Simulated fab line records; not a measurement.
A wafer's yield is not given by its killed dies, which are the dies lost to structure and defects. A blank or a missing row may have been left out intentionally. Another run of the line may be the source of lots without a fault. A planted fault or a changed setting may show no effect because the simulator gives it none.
Code-filled problem report in 8D (eight disciplines) form | flow sfq-line | the parts of the form that need people (team, actions taken, sign-off) are left out

1. WHAT WENT WRONG
M1_NB_RS at SFQ_M1_RS_MEAS_909 reads a mean of 0.557 ohm/sq on 1 wafer of 1 lot; wafers without a fault read 0.887 ohm/sq with a standard deviation of 0.0081. That puts it -41 standard deviations away from the usual mean.
The step: measures by four-point-probe.
First observed at day 22 11:34: wafer L285.4, on film-metro-03. Wafers with a number at this step in the record: 39, from 13 lots. Rule for "out" (also "out of limits"): further than 4 standard deviations from the usual mean. The rest of the wafers with a number are treated as sound.

2. WHAT IT IS, WHAT IT ISN'T
question                    | is                | is not
which readings at this step | M1_NB_RS          | -
which lots                  | L285              | L270, L271, L272, L273, L275, L277, L278, L279, L280, L282, L284, L292
which wafers of those lots  | L285.4            | L285.3, L285.5
read on which gauges        | film-metro-03     | film-metro-01, film-metro-04
when                        | from day 22 11:34 | up to then (35 sound wafers); but 3 sound wafers of L292 came after

3. THE SUSPECTS, EACH WITH WHAT RULES IT OUT
Counting: a tool at a process step up to the reading stays a suspect if it ran every lot that is out. Sound lots after the first of them don't rule it out here, since some wafers of a struck lot are sound.
- ruled out: the gauge at SFQ_M1_RS_MEAS_909. All the wafers that are out were read on film-metro-03, but those of them that SFQ_TRILAYER_M1_ETCH_METAL_ETCH_042 has rows for are out there too, on other tools.
- pvd-sputter-03 at SFQ_TRILAYER_M1_DEP_SPUTTER_037 (material Nb, target thk 200 nm, time 133.3 s): kept. It processed L285, the lot that is out, at day 22 11:26, and its most recent sound lot before then was L282 at day 20 17:25.
Left after counting: pvd-sputter-03 at SFQ_TRILAYER_M1_DEP_SPUTTER_037.

4. THE CAUSE (what the simulator had put in)
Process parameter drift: pvd-sputter-03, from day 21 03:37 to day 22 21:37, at SFQ_TRILAYER_M1_DEP_SPUTTER_037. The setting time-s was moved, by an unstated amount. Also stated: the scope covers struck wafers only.
The count eliminated every tool but this one.

5. THE CHAIN OF EFFECTS, in route order
Each row: a reading where the mean over the struck wafers with a number is more than 3 standard deviations away from the usual. Only readings whose record carries a usual standard deviation are examined. hours: median over the lots of the time between each lot's start at the first step of this table that gives one and its start at this step. sigmas: the change, counted in usual standard deviations.
hours | step                                | reading        | usual        | on struck wafers | change | sigmas
0     | SFQ_M1_RS_MEAS_909                  | M1_NB_RS       | 0.887 ohm/sq | 0.557            | -0.330 | -41
111   | SFQ_TRILAYER_M1_ETCH_METAL_ETCH_042 | oes-product-au | 0.896 a.u.   | 0.995            | +0.099 | +15
Here are the process steps it includes:
- SFQ_TRILAYER_M1_ETCH_METAL_ETCH_042: etches Nb in Cl2/Ar, stops on SiO2, target depth 240 nm, time 120 s.

6. HOW IT WOULD HAVE BEEN CAUGHT EARLIER
32 hours passed between the start of the fault at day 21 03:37 and the first reading out of limits at a measuring or inspecting step in this record, taken at day 22 11:34.
No tool reading at SFQ_TRILAYER_M1_DEP_SPUTTER_037 that has a usual standard deviation in the record was out on any struck wafer, so an alarm limit of 4 standard deviations on those readings would not have fired.
By day 22 11:34 the whole set of lots that are out, 1 in number, had already begun SFQ_TRILAYER_M1_DEP_SPUTTER_037 on pvd-sputter-03. A hold on the tool at that time would have spared none of them.
